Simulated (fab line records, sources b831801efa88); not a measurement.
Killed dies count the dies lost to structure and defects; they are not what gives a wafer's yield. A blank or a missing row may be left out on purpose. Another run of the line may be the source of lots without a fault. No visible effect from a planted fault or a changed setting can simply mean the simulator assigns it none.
The tool behind it: which one? | flow gf180mcu | 6 lots with 18 wafers sampled at 2 steps, on a route of 602 steps

WHAT THE GAUGES READ, wafer by wafer
GF_VT_IMPLANT_RS_MEAS_47: measurement is done with a four-point probe.
lot  | measured     | on            | NWELL_RS (ohm/sq)
L615 | day 8 01:18  | film_metro-01 | 489.3 489.3 488.6
L617 | day 8 15:43  | film_metro-04 | 486.8 486.7 487.3
L619 | day 8 23:35  | film_metro-02 | 485.9 485.2 486.8
L627 | day 11 10:08 | film_metro-02 | 537.4 538.1 537.1
L631 | day 12 06:03 | film_metro-01 | 488.0 489.4 489.3
L634 | day 13 05:18 | film_metro-02 | 488.2 487.8 489.0

WHAT TOOL EACH LOT RAN ON (gives the tool, then ch and the chambers of the sampled wafers, and finally the start)
lot  | GF_NWELL_IMPLANT_09
L615 | implanter-02 ch 0, day 3 16:30
L617 | implanter-02 ch 0, day 4 06:08
L619 | implanter-01 ch 0, day 4 11:57
L627 | implanter-02 ch 0, day 6 10:58
L631 | implanter-01 ch 0, day 7 04:21
L634 | implanter-01 ch 0, day 7 21:01
- GF_NWELL_IMPLANT_09

THE ANSWER, worked out from the rows above alone
Rule: the lots themselves supply what counts as usual. Put in order of their means at a reading, lots are off if they are a third of the lots or fewer, leave a main group of 4 or more, and stand apart from it by a gap of 3 or more times the standard deviation of the main group's means; of several such gaps the widest counts. A main group whose means are all the same, to the digits that the tables above print for the reading, isn't used. A lot without any number at a reading at which 4 lots or more have one is off too. Any other lot the step has rows for is counted as sound.
Off: L627, at GF_VT_IMPLANT_RS_MEAS_47 (NWELL_RS). For the main group the mean is 487.8 ohm/sq and the standard deviation 1.2.
If a tool, at a process step before that reading, ran all the lots that are off and no sound lot after the first of them, it fits. Gauges at GF_VT_IMPLANT_RS_MEAS_47: tried the same way as those tools. One fits: implanter-02 at GF_NWELL_IMPLANT_09. Its last sound lot is L617 (day 4 06:08), its first lot that is off L627 (day 6 10:58): a fault that began between those two fits.

WHAT THE SIMULATOR PUT IN
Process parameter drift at GF_NWELL_IMPLANT_09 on implanter-02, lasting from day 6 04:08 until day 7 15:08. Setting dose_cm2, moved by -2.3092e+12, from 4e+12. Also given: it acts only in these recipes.
Struck lots among those shown: L627. The rule above found the same.
